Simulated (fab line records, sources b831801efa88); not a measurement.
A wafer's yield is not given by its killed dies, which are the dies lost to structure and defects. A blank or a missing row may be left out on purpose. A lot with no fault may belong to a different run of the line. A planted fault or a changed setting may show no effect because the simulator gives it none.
The tool behind it: which one? / flow gf180mcu / 13 lots, 39 wafers sampled, at 5 steps of a route of 602

## WHAT THE GAUGES READ, wafer by wafer
GF_V2_CD_MEAS_14 targets a cd of 260 nm.
lot=L300; measured=day 20 11:19; on=cd-sem-01; cd-nm (nm)=261.0 260.2 260.7
lot=L301; measured=day 20 11:33; on=cd-sem-01; cd-nm (nm)=258.9 257.1 259.9
lot=L302; measured=day 21 04:25; on=cd-sem-02; cd-nm (nm)=260.0 259.0 259.3
lot=L303; measured=day 21 08:10; on=cd-sem-01; cd-nm (nm)=258.8 259.4 258.9
lot=L304; measured=day 21 20:46; on=cd-sem-02; cd-nm (nm)=258.9 259.1 258.9
lot=L305; measured=day 22 05:48; on=cd-sem-02; cd-nm (nm)=259.5 260.5 259.0
lot=L309; measured=day 23 19:31; on=cd-sem-01; cd-nm (nm)=262.8 261.4 259.4
lot=L314; measured=day 25 08:01; on=cd-sem-02; cd-nm (nm)=258.5 258.0 257.5
lot=L318; measured=day 26 10:30; on=cd-sem-02; cd-nm (nm)=259.2 258.9 259.1
lot=L320; measured=day 27 04:40; on=cd-sem-01; cd-nm (nm)=261.9 261.4 261.4
lot=L321; measured=day 27 11:28; on=cd-sem-02; cd-nm (nm)=261.2 261.2 261.6
lot=L322; measured=day 27 20:19; on=cd-sem-02; cd-nm (nm)=260.7 261.1 260.6
lot=L323; measured=day 28 06:40; on=cd-sem-02; cd-nm (nm)=260.9 261.4 260.2

GF_M3_OVL_MEAS_15.
lot=L300; measured=day 21 13:14; on=overlay-02; M3_OVL (nm)=-6 -5 -9
lot=L301; measured=day 21 13:35; on=overlay-01; M3_OVL (nm)=-6 -8 1
lot=L302; measured=day 22 06:10; on=overlay-02; M3_OVL (nm)=2 9 6
lot=L303; measured=day 22 09:04; on=overlay-02; M3_OVL (nm)=-1 -4 0
lot=L304; measured=day 22 21:14; on=overlay-01; M3_OVL (nm)=1 -2 -9
lot=L305; measured=day 23 06:46; on=overlay-01; M3_OVL (nm)=0 5 -7
lot=L309; measured=day 24 18:59; on=overlay-01; M3_OVL (nm)=6 -6 8
lot=L314; measured=day 26 07:05; on=overlay-01; M3_OVL (nm)=-9 6 -3
lot=L318; measured=day 27 07:59; on=overlay-01; M3_OVL (nm)=-7 -1 -1
lot=L320; measured=day 28 03:05; on=overlay-01; M3_OVL (nm)=-2 -3 7
lot=L321; measured=day 28 08:29; on=overlay-01; M3_OVL (nm)=3 -4 -1
lot=L322; measured=day 28 17:44; on=overlay-02; M3_OVL (nm)=-6 -4 -13
lot=L323; measured=day 29 04:02; on=overlay-01; M3_OVL (nm)=0 -8 1

GF_V3_THK_MEAS_01.
lot=L300; measured=day 21 14:20; on=film-metro-04; V3_CVD_00_THK (nm)=594 600 605
lot=L301; measured=day 21 14:26; on=film-metro-01; V3_CVD_00_THK (nm)=594 603 605
lot=L302; measured=day 22 06:55; on=film-metro-02; V3_CVD_00_THK (nm)=600 600 607
lot=L303; measured=day 22 09:49; on=film-metro-01; V3_CVD_00_THK (nm)=616 610 608
lot=L304; measured=day 22 22:00; on=film-metro-02; V3_CVD_00_THK (nm)=597 603 594
lot=L305; measured=day 23 07:31; on=film-metro-02; V3_CVD_00_THK (nm)=593 608 591
lot=L309; measured=day 24 19:47; on=film-metro-04; V3_CVD_00_THK (nm)=592 594 598
lot=L314; measured=day 26 07:50; on=film-metro-02; V3_CVD_00_THK (nm)=510 592 604
lot=L318; measured=day 27 08:44; on=film-metro-02; V3_CVD_00_THK (nm)=605 604 601
lot=L320; measured=day 28 03:50; on=film-metro-04; V3_CVD_00_THK (nm)=594 602 594
lot=L321; measured=day 28 09:24; on=film-metro-01; V3_CVD_00_THK (nm)=599 590 597
lot=L322; measured=day 28 18:37; on=film-metro-01; V3_CVD_00_THK (nm)=594 597 601
lot=L323; measured=day 29 04:47; on=film-metro-01; V3_CVD_00_THK (nm)=590 595 600

## WHICH TOOL RAN EACH LOT (tool, then ch and the chambers of the sampled wafers, then the start)
lot=L300; GF_V2_SPUTTER_21=pvd-sputter-04, day 20 12:08; GF_V3_CVD_00=hdpcvd-01 ch 0,2, day 21 14:15
lot=L301; GF_V2_SPUTTER_21=pvd-sputter-01, day 20 12:23; GF_V3_CVD_00=hdpcvd-02 ch 0,1,2, day 21 14:21
lot=L302; GF_V2_SPUTTER_21=pvd-sputter-04, day 21 05:16; GF_V3_CVD_00=hdpcvd-02 ch 0,2, day 22 06:50
lot=L303; GF_V2_SPUTTER_21=pvd-sputter-02, day 21 08:59; GF_V3_CVD_00=hdpcvd-01 ch 0,2, day 22 09:45
lot=L304; GF_V2_SPUTTER_21=pvd-sputter-04, day 21 21:38; GF_V3_CVD_00=hdpcvd-02 ch 1,2, day 22 21:55
lot=L305; GF_V2_SPUTTER_21=pvd-sputter-02, day 22 06:41; GF_V3_CVD_00=hdpcvd-01 ch 0,1,2, day 23 07:27
lot=L309; GF_V2_SPUTTER_21=pvd-sputter-01, day 23 20:17; GF_V3_CVD_00=hdpcvd-02 ch 1,2, day 24 19:41
lot=L314; GF_V2_SPUTTER_21=pvd-sputter-01, day 25 08:52; GF_V3_CVD_00=hdpcvd-01 ch 0,1,2, day 26 07:46
lot=L318; GF_V2_SPUTTER_21=pvd-sputter-02, day 26 11:19; GF_V3_CVD_00=hdpcvd-02 ch 0,1,2, day 27 08:40
lot=L320; GF_V2_SPUTTER_21=pvd-sputter-02, day 27 05:29; GF_V3_CVD_00=hdpcvd-02 ch 0,1,2, day 28 03:46
lot=L321; GF_V2_SPUTTER_21=pvd-sputter-02, day 27 12:16; GF_V3_CVD_00=hdpcvd-02 ch 0,1,2, day 28 09:18
lot=L322; GF_V2_SPUTTER_21=pvd-sputter-01, day 27 21:10; GF_V3_CVD_00=hdpcvd-01 ch 0,1,2, day 28 18:32
lot=L323; GF_V2_SPUTTER_21=pvd-sputter-01, day 28 07:29; GF_V3_CVD_00=hdpcvd-02 ch 0,1, day 29 04:43
- GF_V2_SPUTTER_21: material Ti, target thk 15 nm, time 80.02 s.
- GF_V3_CVD_00: deposits SiO2, target thk 600 nm, time 100 s.

## AS READ BY THE TOOLS THEMSELVES (means over the sampled wafers that have a number; for cases with no such wafer, the mark the record gives instead)
GF_V2_SPUTTER_21.
lot=L300; tool=pvd-sputter-04; throttle-valve-pct (%)=30.3
lot=L301; tool=pvd-sputter-01; throttle-valve-pct (%)=29.1
lot=L302; tool=pvd-sputter-04; throttle-valve-pct (%)=30.5
lot=L303; tool=pvd-sputter-02; throttle-valve-pct (%)=29.8
lot=L304; tool=pvd-sputter-04; throttle-valve-pct (%)=29.7
lot=L305; tool=pvd-sputter-02; throttle-valve-pct (%)=29.8
lot=L309; tool=pvd-sputter-01; throttle-valve-pct (%)=29.5
lot=L314; tool=pvd-sputter-01; throttle-valve-pct (%)=29.8
lot=L318; tool=pvd-sputter-02; throttle-valve-pct (%)=30.1
lot=L320; tool=pvd-sputter-02; throttle-valve-pct (%)=30.1
lot=L321; tool=pvd-sputter-02; throttle-valve-pct (%)=29.6
lot=L322; tool=pvd-sputter-01; throttle-valve-pct (%)=30.2
lot=L323; tool=pvd-sputter-01; throttle-valve-pct (%)=28.8

GF_V3_CVD_00.
lot=L300; tool=hdpcvd-01; sih4-flow-sccm (sccm)=59.86
lot=L301; tool=hdpcvd-02; sih4-flow-sccm (sccm)=60.06
lot=L302; tool=hdpcvd-02; sih4-flow-sccm (sccm)=59.94
lot=L303; tool=hdpcvd-01; sih4-flow-sccm (sccm)=60.08
lot=L304; tool=hdpcvd-02; sih4-flow-sccm (sccm)=60.11
lot=L305; tool=hdpcvd-01; sih4-flow-sccm (sccm)=60.10
lot=L309; tool=hdpcvd-02; sih4-flow-sccm (sccm)=59.85
lot=L314; tool=hdpcvd-01; sih4-flow-sccm (sccm)=57.16
lot=L318; tool=hdpcvd-02; sih4-flow-sccm (sccm)=60.01
lot=L320; tool=hdpcvd-02; sih4-flow-sccm (sccm)=59.86
lot=L321; tool=hdpcvd-02; sih4-flow-sccm (sccm)=60.18
lot=L322; tool=hdpcvd-01; sih4-flow-sccm (sccm)=59.98
lot=L323; tool=hdpcvd-02; sih4-flow-sccm (sccm)=60.26

## THE ANSWER, worked out from the rows above alone
Rule: the lots themselves supply what counts as usual. The widest of any qualifying gaps counts: lots, ordered by their means at a reading, are off when they make up no more than a third of the lots, leave a main group of 4 or more, and stand apart from it by 3 or more times the standard deviation of that group's means. A main group is skipped when, at the precision printed for the reading in the tables above, its means are all equal. Also off: a lot with no number at a reading for which 4 or more lots have one. The other lots that the step has rows for count as sound. First the gauges in route order, then the tools' own readings, where a lot's mean is used as printed above. The first step at which some lot is off is used, and at that step the reading that is off furthest; a lot without a number counts as furthest.
Off: L314, seen at GF_V3_THK_MEAS_01 (V3_CVD_00_THK). The main group: mean 599 nm, standard deviation 4.5.
If a tool, at a process step before that reading, ran all the lots that are off and no sound lot after the first of them, it fits. Not tried: the gauges at GF_V3_THK_MEAS_01; whatever is off there is also off at GF_V3_CVD_00, on other tools, and gauge error can't account for it. Of those tried, none fits.

## WHAT THE SIMULATOR PUT IN
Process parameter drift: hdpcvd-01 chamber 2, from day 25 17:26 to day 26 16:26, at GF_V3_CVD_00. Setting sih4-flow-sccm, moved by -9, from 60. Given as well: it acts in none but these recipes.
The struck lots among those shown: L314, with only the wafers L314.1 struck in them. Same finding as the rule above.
